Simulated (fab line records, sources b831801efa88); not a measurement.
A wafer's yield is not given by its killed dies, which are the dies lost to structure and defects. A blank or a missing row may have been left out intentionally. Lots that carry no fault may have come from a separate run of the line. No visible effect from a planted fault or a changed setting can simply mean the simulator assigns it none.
What tool caused it?	flow gf180mcu	12 lots with 36 wafers sampled at 5 steps, on a route of 602 steps

WHAT EACH GAUGE READ, for each wafer
GF_TOP_METAL_CD_MEAS_14: target cd 440 nm. Usual: 439.4 nm for cd-nm, sd 2.5.
lot	measured	on	cd-nm (nm)	flag
L555	day 28 05:13	cd-sem-01	440.6 438.7 437.1	
L556	day 28 07:16	cd-sem-01	436.3 435.4 433.6	
L557	day 28 14:46	cd-sem-02	435.2 436.1 436.3	
L560	day 29 12:13	cd-sem-02	440.9 442.0 439.4	
L563	day 30 11:20	cd-sem-01	438.8 439.4 440.6	
L564	day 31 03:25	cd-sem-01	441.5 441.7 439.7	
L570	day 32 13:54	cd-sem-02	425.5 426.0 422.6	OFF
L571	day 32 22:11	cd-sem-01	423.2 422.0 421.0	OFF
L572	day 32 22:34	cd-sem-02	445.0 443.7 444.1	
L573	day 33 02:53	cd-sem-01	422.3 423.2 421.3	OFF
L575	day 33 12:37	cd-sem-01	442.2 445.3 444.2	
L578	day 34 07:59	cd-sem-01	438.4 440.2 440.8	

GF_PASSIVATION_THK_MEAS_01. Usual: for PASSIVATION_CVD_00_THK the level is 1002 nm and the standard deviation is 12.
lot	measured	on	PASSIVATION_CVD_00_THK (nm)	flag
L555	day 28 06:12	film-metro-03	1007 1004 1021	
L556	day 28 08:13	film-metro-01	994 994 1023	
L557	day 28 15:55	film-metro-01	999 988 995	
L560	day 29 13:12	film-metro-03	994 999 1000	
L563	day 30 12:42	film-metro-03	999 1002 1009	
L564	day 31 04:32	film-metro-03	1004 992 1009	
L570	day 32 14:50	film-metro-01	1016 1018 1000	
L571	day 32 23:07	film-metro-01	995 997 1012	
L572	day 32 23:29	film-metro-01	1003 1016 1004	
L573	day 33 03:50	film-metro-01	999 1002 1021	
L575	day 33 13:35	film-metro-03	983 986 1003	
L578	day 34 09:16	film-metro-01	1016 1018 1045	

EACH LOT AND THE TOOL THAT RAN IT (in order: tool; ch and the chambers of the sampled wafers; start)
lot	GF_V5_SPUTTER_21	GF_TOP_METAL_SPUTTER_04	GF_TOP_METAL_EXPOSE_11
L555	pvd-sputter-01, day 27 08:40	pvd-sputter-01, day 27 09:32	iline-stepper-02 ch 0, day 27 19:41
L556	pvd-sputter-02, day 27 10:55	pvd-sputter-01, day 27 11:48	iline-stepper-02 ch 0, day 27 21:58
L557	pvd-sputter-01, day 27 19:14	pvd-sputter-04, day 27 20:07	iline-stepper-02 ch 0, day 28 05:49
L560	pvd-sputter-04, day 28 15:58	pvd-sputter-01, day 28 16:55	iline-stepper-01 ch 0, day 29 02:50
L563	pvd-sputter-04, day 29 16:29	pvd-sputter-03, day 29 17:22	iline-stepper-01 ch 0, day 30 02:38
L564	pvd-sputter-04, day 30 09:28	pvd-sputter-01, day 30 10:20	iline-stepper-02 ch 0, day 30 18:50
L570	pvd-sputter-01, day 31 19:39	pvd-sputter-04, day 31 20:32	iline-stepper-02 ch 0, day 32 05:38
L571	pvd-sputter-02, day 32 04:46	pvd-sputter-01, day 32 05:39	iline-stepper-02 ch 0, day 32 14:20
L572	pvd-sputter-04, day 32 06:19	pvd-sputter-03, day 32 07:10	iline-stepper-01 ch 0, day 32 14:57
L573	pvd-sputter-02, day 32 09:53	pvd-sputter-04, day 32 10:46	iline-stepper-02 ch 0, day 32 18:59
L575	pvd-sputter-04, day 32 19:55	pvd-sputter-01, day 32 20:57	iline-stepper-01 ch 0, day 33 05:04
L578	pvd-sputter-04, day 33 16:11	pvd-sputter-01, day 33 17:04	iline-stepper-01 ch 0, day 34 00:46
- GF_V5_SPUTTER_21: material Ti, target thk 15 nm, time 80.02 s.
- GF_TOP_METAL_SPUTTER_04: material TiN, target thk 25 nm, time 20.8 s.
- GF_TOP_METAL_EXPOSE_11: exposes mask MetalTop, target cd 440 nm.

AS READ BY THE TOOLS THEMSELVES (means over the sampled wafers that have a number; for cases with no such wafer, the mark the record gives instead)
GF_V5_SPUTTER_21. Usual: chamber-pressure-pa 5.001 Pa, standard deviation 0.01; throttle-valve-pct 30.1 %, standard deviation 0.74.
lot	tool	chamber-pressure-pa (Pa)	throttle-valve-pct (%)	flag
L555	pvd-sputter-01	5.008	29.4	
L556	pvd-sputter-02	4.993	31.8	
L557	pvd-sputter-01	4.992	29.8	
L560	pvd-sputter-04	5.006	30.2	
L563	pvd-sputter-04	4.993	30.2	
L564	pvd-sputter-04	5.003	30.1	
L570	pvd-sputter-01	4.996	29.4	
L571	pvd-sputter-02	5.009	30.6	
L572	pvd-sputter-04	5.003	30.1	
L573	pvd-sputter-02	5.000	31.1	
L575	pvd-sputter-04	5.002	30.1	
L578	pvd-sputter-04	5.000	30.0	

GF_TOP_METAL_SPUTTER_04. Usual: chamber-pressure-pa 0.4000 Pa, standard deviation 0.00082; throttle-valve-pct 29.8 %, standard deviation 0.97.
lot	tool	chamber-pressure-pa (Pa)	throttle-valve-pct (%)	flag
L555	pvd-sputter-01	0.3996	29.5	
L556	pvd-sputter-01	0.3999	29.7	
L557	pvd-sputter-04	0.4008	30.2	
L560	pvd-sputter-01	0.3996	29.6	
L563	pvd-sputter-03	0.3997	29.5	
L564	pvd-sputter-01	0.3995	29.2	
L570	pvd-sputter-04	0.4007	30.3	
L571	pvd-sputter-01	0.4006	29.4	
L572	pvd-sputter-03	0.3992	29.2	
L573	pvd-sputter-04	0.3997	30.3	
L575	pvd-sputter-01	0.3994	29.4	
L578	pvd-sputter-01	0.3996	29.5	

GF_TOP_METAL_EXPOSE_11. Usual: 169.90 for exposure-dose-mJ-cm2, sd 0.19.
lot	tool	exposure-dose-mJ-cm2	flag
L555	iline-stepper-02	169.86	
L556	iline-stepper-02	170.00	
L557	iline-stepper-02	170.03	
L560	iline-stepper-01	169.77	
L563	iline-stepper-01	169.88	
L564	iline-stepper-02	170.25	
L570	iline-stepper-02	181.22	OFF
L571	iline-stepper-02	178.84	OFF
L572	iline-stepper-01	169.78	
L573	iline-stepper-02	179.00	OFF
L575	iline-stepper-01	169.90	
L578	iline-stepper-01	169.73	

THE ANSWER, worked out from the rows above alone
Rule: lot off if the mean of its wafers having a number is beyond 3 standard deviations from the usual mean. Also off: a lot with no number at a reading for which 4 or more lots have one. The other lots that the step has rows for count as sound. After the gauges, taken in route order, come the tools' own readings; for these a lot's mean is taken, as printed above. The first step at which some lot is off is used, and at that step the reading that is off furthest; a lot without a number counts as furthest.
Off, at GF_TOP_METAL_CD_MEAS_14 on cd-nm: L570, L571, L573.
A tool fits if, at a process step before that reading, it ran every lot that is off, and no sound lot after the first of them. Not tried: the gauges at GF_TOP_METAL_CD_MEAS_14; whatever is off there is also off at GF_TOP_METAL_EXPOSE_11, on other tools, and gauge error can't account for it. One candidate fits, namely iline-stepper-02 at GF_TOP_METAL_EXPOSE_11. Its last sound lot is L564 (day 30 18:50), its first lot that is off L570 (day 32 05:38): a fault that began between those two fits.
The tool's own readings at GF_TOP_METAL_EXPOSE_11 bear it out: on the lots that are off they differ by more than 5 times the standard deviation of the sound lots' means. exposure-dose-mJ-cm2 reads 179.69 there against 169.91 on the sound lots.

WHAT THE SIMULATOR HAD PUT IN
Drift in process parameters on iline-stepper-02 at GF_TOP_METAL_EXPOSE_11, starting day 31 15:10. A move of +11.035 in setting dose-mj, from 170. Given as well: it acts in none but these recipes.
Shown lots that were struck: L570, L571, L573. The rule above found the same.
